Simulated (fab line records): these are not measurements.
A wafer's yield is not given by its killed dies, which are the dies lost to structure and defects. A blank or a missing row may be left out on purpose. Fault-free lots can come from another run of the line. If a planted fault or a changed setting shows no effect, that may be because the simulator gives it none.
Which tool did it? / flow sky130 / 12 lots with 36 wafers sampled at 5 steps, on a route of 708 steps

## WHAT THE GAUGES SHOWED, per wafer
SKY_VIA1_THK_MEAS_01. Usual: VIA1_HDPCVD_THK typically reads 1028 nm, with standard deviation 11.
lot=L560; measured=day 32 15:14; on=film_metro-04; VIA1_HDPCVD_THK (nm)=1014 1030 1020; flag=
lot=L561; measured=day 32 18:17; on=film_metro-02; VIA1_HDPCVD_THK (nm)=1046 1027 1045; flag=
lot=L562; measured=day 33 14:24; on=film_metro-01; VIA1_HDPCVD_THK (nm)=1023 1026 1023; flag=
lot=L563; measured=day 33 16:59; on=film_metro-02; VIA1_HDPCVD_THK (nm)=1003 1008 1017; flag=
lot=L564; measured=day 34 08:52; on=film_metro-02; VIA1_HDPCVD_THK (nm)=1039 1038 1028; flag=
lot=L565; measured=day 34 21:58; on=film_metro-01; VIA1_HDPCVD_THK (nm)=1021 1031 1019; flag=
lot=L566; measured=day 34 22:02; on=film_metro-04; VIA1_HDPCVD_THK (nm)=1034 1041 1020; flag=
lot=L567; measured=day 34 23:52; on=film_metro-02; VIA1_HDPCVD_THK (nm)=1025 1038 1037; flag=
lot=L569; measured=day 35 18:06; on=film_metro-01; VIA1_HDPCVD_THK (nm)=1033 1027 1038; flag=
lot=L578; measured=day 39 03:25; on=film_metro-01; VIA1_HDPCVD_THK (nm)=1028 1026 497 1029 1026 497; flag=OFF
lot=L581; measured=day 39 05:55; on=film_metro-01; VIA1_HDPCVD_THK (nm)=1013 1034 1029; flag=
lot=L580; measured=day 39 07:46; on=film_metro-01; VIA1_HDPCVD_THK (nm)=1042 1036 1050; flag=

SKY_VIA1_OVL_MEAS_13. Usual: VIA1_OVL typically reads 1 nm, with standard deviation 4.4.
lot=L560; measured=day 33 17:58; on=overlay-01; VIA1_OVL (nm)=1 3 8; flag=
lot=L561; measured=day 33 21:43; on=overlay-02; VIA1_OVL (nm)=2 2 3; flag=
lot=L562; measured=day 34 17:19; on=overlay-02; VIA1_OVL (nm)=1 2 2; flag=
lot=L563; measured=day 34 20:01; on=overlay-01; VIA1_OVL (nm)=10 2 5; flag=
lot=L564; measured=day 35 09:49; on=overlay-01; VIA1_OVL (nm)=11 3 3; flag=
lot=L565; measured=day 36 00:31; on=overlay-01; VIA1_OVL (nm)=1 6 4; flag=
lot=L566; measured=day 36 00:53; on=overlay-01; VIA1_OVL (nm)=-2 -2 -5; flag=
lot=L567; measured=day 36 02:52; on=overlay-01; VIA1_OVL (nm)=5 6 8; flag=
lot=L569; measured=day 36 21:19; on=overlay-01; VIA1_OVL (nm)=2 1 1; flag=
lot=L578; measured=day 40 04:43; on=overlay-02; VIA1_OVL (nm)=4 -5 5; flag=
lot=L581; measured=day 40 07:03; on=overlay-01; VIA1_OVL (nm)=2 -2 6; flag=
lot=L580; measured=day 40 08:26; on=overlay-02; VIA1_OVL (nm)=-6 -1 -6; flag=

## WHAT TOOL EACH LOT RAN ON (gives the tool, then ch and the chambers of the sampled wafers, and finally the start)
lot=L560; SKY_METAL1_SPUTTER_01=pvd_sputter-04, day 31 10:44; SKY_METAL1_SPUTTER_04=pvd_sputter-04, day 31 10:49; SKY_VIA1_HDPCVD_00=hdpcvd-02 ch 1,2, day 32 15:08
lot=L561; SKY_METAL1_SPUTTER_01=pvd_sputter-03, day 31 14:08; SKY_METAL1_SPUTTER_04=pvd_sputter-03, day 31 14:13; SKY_VIA1_HDPCVD_00=hdpcvd-01 ch 0,1, day 32 18:10
lot=L562; SKY_METAL1_SPUTTER_01=pvd_sputter-01, day 32 11:02; SKY_METAL1_SPUTTER_04=pvd_sputter-01, day 32 11:06; SKY_VIA1_HDPCVD_00=hdpcvd-02 ch 0,1,2, day 33 14:16
lot=L563; SKY_METAL1_SPUTTER_01=pvd_sputter-01, day 32 13:25; SKY_METAL1_SPUTTER_04=pvd_sputter-01, day 32 13:28; SKY_VIA1_HDPCVD_00=hdpcvd-02 ch 0,1,2, day 33 16:53
lot=L564; SKY_METAL1_SPUTTER_01=pvd_sputter-03, day 33 04:49; SKY_METAL1_SPUTTER_04=pvd_sputter-03, day 33 04:53; SKY_VIA1_HDPCVD_00=hdpcvd-01 ch 0,2, day 34 08:45
lot=L565; SKY_METAL1_SPUTTER_01=pvd_sputter-04, day 33 17:48; SKY_METAL1_SPUTTER_04=pvd_sputter-04, day 33 17:52; SKY_VIA1_HDPCVD_00=hdpcvd-01 ch 0,1, day 34 21:51
lot=L566; SKY_METAL1_SPUTTER_01=pvd_sputter-01, day 33 18:37; SKY_METAL1_SPUTTER_04=pvd_sputter-01, day 33 18:41; SKY_VIA1_HDPCVD_00=hdpcvd-02 ch 0,1,2, day 34 21:55
lot=L567; SKY_METAL1_SPUTTER_01=pvd_sputter-04, day 33 20:41; SKY_METAL1_SPUTTER_04=pvd_sputter-04, day 33 20:46; SKY_VIA1_HDPCVD_00=hdpcvd-01 ch 0,1,2, day 34 23:44
lot=L569; SKY_METAL1_SPUTTER_01=pvd_sputter-01, day 34 15:44; SKY_METAL1_SPUTTER_04=pvd_sputter-01, day 34 15:49; SKY_VIA1_HDPCVD_00=hdpcvd-02 ch 0,1, day 35 17:59
lot=L578; SKY_METAL1_SPUTTER_01=pvd_sputter-01, day 38 01:47; SKY_METAL1_SPUTTER_04=pvd_sputter-01, day 38 01:51; SKY_VIA1_HDPCVD_00=hdpcvd-01 ch 0,1,2, day 39 03:18
lot=L581; SKY_METAL1_SPUTTER_01=pvd_sputter-03, day 38 04:25; SKY_METAL1_SPUTTER_04=pvd_sputter-03, day 38 04:28; SKY_VIA1_HDPCVD_00=hdpcvd-02 ch 0,1,2, day 39 05:48
lot=L580; SKY_METAL1_SPUTTER_01=pvd_sputter-04, day 38 05:28; SKY_METAL1_SPUTTER_04=pvd_sputter-04, day 38 05:32; SKY_VIA1_HDPCVD_00=hdpcvd-02 ch 0,1, day 39 07:38
- SKY_METAL1_SPUTTER_01: material TiN, target thk 20 nm, time 16.7 s.
- SKY_METAL1_SPUTTER_04: material TiN, target thk 70 nm, time 58.3 s.
- SKY_VIA1_HDPCVD_00: deposits SiO2, target thk 1030 nm, time 171.7 s.

## WHAT THE TOOLS THEMSELVES READ (means of the sampled wafers that have a number; where no wafer has one, the mark that the record gives instead)
SKY_METAL1_SPUTTER_01. Usual: 29.8 % for throttle_valve_pct, sd 0.84.
lot=L560; tool=pvd_sputter-04; throttle_valve_pct (%)=29.4; flag=
lot=L561; tool=pvd_sputter-03; throttle_valve_pct (%)=30.3; flag=
lot=L562; tool=pvd_sputter-01; throttle_valve_pct (%)=29.4; flag=
lot=L563; tool=pvd_sputter-01; throttle_valve_pct (%)=29.6; flag=
lot=L564; tool=pvd_sputter-03; throttle_valve_pct (%)=29.3; flag=
lot=L565; tool=pvd_sputter-04; throttle_valve_pct (%)=29.5; flag=
lot=L566; tool=pvd_sputter-01; throttle_valve_pct (%)=29.9; flag=
lot=L567; tool=pvd_sputter-04; throttle_valve_pct (%)=29.7; flag=
lot=L569; tool=pvd_sputter-01; throttle_valve_pct (%)=29.6; flag=
lot=L578; tool=pvd_sputter-01; throttle_valve_pct (%)=29.7; flag=
lot=L581; tool=pvd_sputter-03; throttle_valve_pct (%)=30.4; flag=
lot=L580; tool=pvd_sputter-04; throttle_valve_pct (%)=30.3; flag=

SKY_METAL1_SPUTTER_04. Usual: 29.9 % for throttle_valve_pct, sd 0.83.
lot=L560; tool=pvd_sputter-04; throttle_valve_pct (%)=29.4; flag=
lot=L561; tool=pvd_sputter-03; throttle_valve_pct (%)=30.4; flag=
lot=L562; tool=pvd_sputter-01; throttle_valve_pct (%)=29.7; flag=
lot=L563; tool=pvd_sputter-01; throttle_valve_pct (%)=29.6; flag=
lot=L564; tool=pvd_sputter-03; throttle_valve_pct (%)=29.5; flag=
lot=L565; tool=pvd_sputter-04; throttle_valve_pct (%)=29.7; flag=
lot=L566; tool=pvd_sputter-01; throttle_valve_pct (%)=29.9; flag=
lot=L567; tool=pvd_sputter-04; throttle_valve_pct (%)=29.9; flag=
lot=L569; tool=pvd_sputter-01; throttle_valve_pct (%)=29.6; flag=
lot=L578; tool=pvd_sputter-01; throttle_valve_pct (%)=29.7; flag=
lot=L581; tool=pvd_sputter-03; throttle_valve_pct (%)=30.3; flag=
lot=L580; tool=pvd_sputter-04; throttle_valve_pct (%)=30.3; flag=

SKY_VIA1_HDPCVD_00. Usual: 59.98 sccm for sih4_flow_sccm, sd 0.17.
lot=L560; tool=hdpcvd-02; sih4_flow_sccm (sccm)=60.08; flag=
lot=L561; tool=hdpcvd-01; sih4_flow_sccm (sccm)=60.00; flag=
lot=L562; tool=hdpcvd-02; sih4_flow_sccm (sccm)=59.99; flag=
lot=L563; tool=hdpcvd-02; sih4_flow_sccm (sccm)=59.79; flag=
lot=L564; tool=hdpcvd-01; sih4_flow_sccm (sccm)=59.82; flag=
lot=L565; tool=hdpcvd-01; sih4_flow_sccm (sccm)=60.06; flag=
lot=L566; tool=hdpcvd-02; sih4_flow_sccm (sccm)=59.90; flag=
lot=L567; tool=hdpcvd-01; sih4_flow_sccm (sccm)=59.94; flag=
lot=L569; tool=hdpcvd-02; sih4_flow_sccm (sccm)=60.01; flag=
lot=L578; tool=hdpcvd-01; sih4_flow_sccm (sccm)=50.14; flag=OFF
lot=L581; tool=hdpcvd-02; sih4_flow_sccm (sccm)=60.00; flag=
lot=L580; tool=hdpcvd-02; sih4_flow_sccm (sccm)=60.12; flag=

## THE ANSWER, worked out from the rows above alone
Rule: a lot is off if the mean of its wafers that have a number lies more than 3 standard deviations from the usual mean. A lot without any number at a reading at which 4 lots or more have one is off too. Any other lot the step has rows for is counted as sound. First the gauges in route order, then the tools' own readings, where a lot's mean is used as printed above. At the first step where some lot is off, the reading lying furthest off is the one used; lots without a number count as furthest.
Off: L578, at SKY_VIA1_THK_MEAS_01 (VIA1_HDPCVD_THK).
If a tool, at a process step before that reading, ran all the lots that are off and no sound lot after the first of them, it fits. Not tried: the gauges at SKY_VIA1_THK_MEAS_01; whatever is off there is also off at SKY_VIA1_HDPCVD_00, on other tools, and gauge error can't account for it. Undecided on this evidence; 2 tools fit (pvd_sputter-01 at SKY_METAL1_SPUTTER_01 and SKY_METAL1_SPUTTER_04, hdpcvd-01 at SKY_VIA1_HDPCVD_00).

## WHAT THE SIMULATOR HAD PUT IN
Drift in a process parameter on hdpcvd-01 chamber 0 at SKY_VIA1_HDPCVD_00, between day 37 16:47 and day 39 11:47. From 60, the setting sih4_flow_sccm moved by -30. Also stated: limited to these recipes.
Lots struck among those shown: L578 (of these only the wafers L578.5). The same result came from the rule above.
